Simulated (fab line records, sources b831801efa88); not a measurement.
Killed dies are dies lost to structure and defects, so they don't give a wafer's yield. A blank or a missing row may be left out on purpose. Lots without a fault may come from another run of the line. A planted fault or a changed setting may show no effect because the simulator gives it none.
Tool commonality check | flow sky130 | 11 lots, 33 wafers sampled

WHY IT WAS OPENED
At SKY_VIA1_RS_MEAS_22 the reading VIA1_W_RS is flagged on 3 of 11 lots. Wafers without a fault read 0.425 ohm/sq, standard deviation 0.005.
Rule: a lot is flagged when every wafer of it that has a number lies more than 4 standard deviations from that mean, or none has a number. The other lots count as sound.

lot  | measured     | on            | VIA1_W_RS (ohm/sq), wafer by wafer | flag
L147 | day 32 00:18 | film_metro-01 | 0.427 0.429 0.422                  |
L150 | day 32 16:21 | film_metro-02 | 0.427 0.424 0.430                  |
L152 | day 33 00:34 | film_metro-01 | 0.432 0.421 0.429                  |
L151 | day 33 02:38 | film_metro-01 | 0.417 0.417 0.418                  |
L153 | day 33 14:47 | film_metro-04 | 0.421 0.420 0.423                  |
L159 | day 35 02:46 | film_metro-04 | 58.535 58.854 59.286               | FLAGGED
L160 | day 35 04:26 | film_metro-02 | 58.216 58.696 57.674               | FLAGGED
L161 | day 35 14:32 | film_metro-04 | 57.962 59.141 58.929               | FLAGGED
L166 | day 43 20:41 | film_metro-02 | 0.423 0.419 0.421                  |
L168 | day 44 04:02 | film_metro-02 | 0.419 0.427 0.428                  |
L169 | day 44 04:33 | film_metro-02 | 0.419 0.418 0.416                  |
The numbers of the flagged lots are 58.588 ohm/sq on average: +58.163 ohm/sq against the usual, or +99 or more standard deviations.

WHICH TOOL RAN EACH LOT
The record holds 2 process steps before the reading, out of a route of 708 steps. In each cell: the tool, then ch and the chambers that the sampled wafers went through, then the start.
lot  | flag    | SKY_METAL1_STRIP_20                  | SKY_VIA1_CVD_21
L147 |         | plasma_asher-03 ch 0,1, day 30 16:47 | cvd_w-02 ch 0,1, day 32 00:13
L150 |         | plasma_asher-03 ch 0,1, day 31 09:54 | cvd_w-01 ch 0,1, day 32 16:14
L152 |         | plasma_asher-03 ch 0,1, day 31 19:26 | cvd_w-02 ch 0,1, day 33 00:28
L151 |         | plasma_asher-03 ch 0,1, day 31 21:50 | cvd_w-01 ch 0, day 33 02:32
L153 |         | plasma_asher-03 ch 0,1, day 32 11:31 | cvd_w-01 ch 0,1, day 33 14:40
L159 | FLAGGED | plasma_asher-04 ch 0,1, day 33 21:15 | cvd_w-01 ch 0,1, day 35 02:40
L160 | FLAGGED | plasma_asher-01 ch 1, day 33 23:09   | cvd_w-02 ch 0, day 35 04:20
L161 | FLAGGED | plasma_asher-04 ch 0,1, day 34 08:22 | cvd_w-01 ch 0,1, day 35 14:26
L166 |         | plasma_asher-03 ch 0,1, day 42 20:20 | cvd_w-01 ch 0,1, day 43 20:34
L168 |         | plasma_asher-01 ch 0,1, day 43 03:14 | cvd_w-01 ch 0,1, day 44 03:56
L169 |         | plasma_asher-01 ch 0, day 43 04:50   | cvd_w-01 ch 0,1, day 44 04:26
What these steps do:
- SKY_METAL1_STRIP_20: strips in O2/N2.
- SKY_VIA1_CVD_21: deposits W, target thk 270 nm, time 80.902 s.
- SKY_VIA1_RS_MEAS_22: measures by four-point-probe.

FLAGGED OVER TOTAL, TOOL BY TOOL (the gauges that took the reading come last)
step                | tool            | lots run | flagged | share of the flagged lots | sound lots run after its first flagged lot
SKY_METAL1_STRIP_20 | plasma_asher-01 | 3        | 1       | some                      | 2 (L168,L169)
SKY_METAL1_STRIP_20 | plasma_asher-03 | 6        | 0       | none                      | -
SKY_METAL1_STRIP_20 | plasma_asher-04 | 2        | 2       | some                      | 0
SKY_VIA1_CVD_21     | cvd_w-01        | 8        | 2       | some                      | 3 (L166,L168,L169)
SKY_VIA1_CVD_21     | cvd_w-02        | 3        | 1       | some                      | 0
SKY_VIA1_RS_MEAS_22 | film_metro-01   | 3        | 0       | none                      | -
SKY_VIA1_RS_MEAS_22 | film_metro-02   | 5        | 1       | some                      | 3 (L166,L168,L169)
SKY_VIA1_RS_MEAS_22 | film_metro-04   | 3        | 2       | some                      | 0

WHAT THE TABLE ALLOWS
No row of the table ran every flagged lot.

WHAT THE SIMULATOR HAD PUT IN
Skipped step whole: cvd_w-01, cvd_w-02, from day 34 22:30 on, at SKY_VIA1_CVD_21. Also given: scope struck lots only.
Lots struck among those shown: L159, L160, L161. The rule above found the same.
